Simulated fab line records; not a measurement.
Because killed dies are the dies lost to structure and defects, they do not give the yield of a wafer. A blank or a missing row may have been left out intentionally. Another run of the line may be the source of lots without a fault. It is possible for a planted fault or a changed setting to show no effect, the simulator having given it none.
Chamber matching    flow gf180mcu    GF_V3_ETCH_16 on rie-diel-02 has 4 sister chambers
The step etches BARC in N2/H2. 14 wafers are shown with their chamber, then 7 later ones without.

## EACH WAFER AND ITS CHAMBER
wafer   chamber  throttle-valve-pct (%)  oes-product-au (a.u.)
L076.2  0        13.214                  0.853
L076.3  1        13.226                  0.846
L076.6  2        13.204                  0.855
L080.1  1        13.217                  0.855
L080.3  0        13.213                  0.864
L080.4  2        13.219                  0.864
L083.3  3        13.233                  0.855
L083.4  0        13.221                  0.853
L083.6  1        13.228                  0.856
L084.1  0        13.241                  0.861
L084.3  2        13.225                  0.854
L084.5  3        13.234                  0.856
L090.1  0        13.217                  0.852
L090.2  2        13.227                  0.859

SIGNATURES, as means of the wafers listed above
reading             chamber 0  chamber 1  chamber 2  chamber 3  scatter within a chamber
throttle-valve-pct  13.22120   13.22367   13.21875   13.23350   0.00961
oes-product-au      0.85660    0.85233    0.85800    0.85550    0.00494
Rule: a wafer's distance from a chamber is the root of the sum, over the readings, of the square of ((its reading less the chamber's mean) divided by the reading's scatter). If the next closest chamber is less than 2 further off than the closest, the wafer can't be placed; otherwise it belongs to the closest. The scatter: take each reading less its chamber's mean, square it, sum over the shown wafers, divide by the number of wafers less the number of chambers, and take the root.

## WAFERS WITH NO CHAMBER GIVEN
wafer   throttle-valve-pct (%)  oes-product-au (a.u.)
L090.3  13.224                  0.869
L090.4  13.208                  0.853
L090.5  13.245                  0.859
L090.6  13.235                  0.850
L095.1  13.215                  0.867
L095.3  13.235                  0.860
L095.4  13.230                  0.862

## WHICH CHAMBER EACH ONE RAN IN
wafer   from the rows above                in truth
L090.3  can't be placed: 2 or 0 or 3 or 1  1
L090.4  can't be placed: 2 or 0 or 1 or 3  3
L090.5  can't be placed: 3 or 0 or 1 or 2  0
L090.6  can't be placed: 3 or 1 or 0 or 2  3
L095.1  can't be placed: 2 or 0 or 3 or 1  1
L095.3  can't be placed: 3 or 0 or 2 or 1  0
L095.4  can't be placed: 3 or 2 or 0 or 1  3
0 of 7 placed correctly. Unplaceable from these rows: 7, with the true chamber sitting among the candidates in 7. Number placed wrongly: 0.
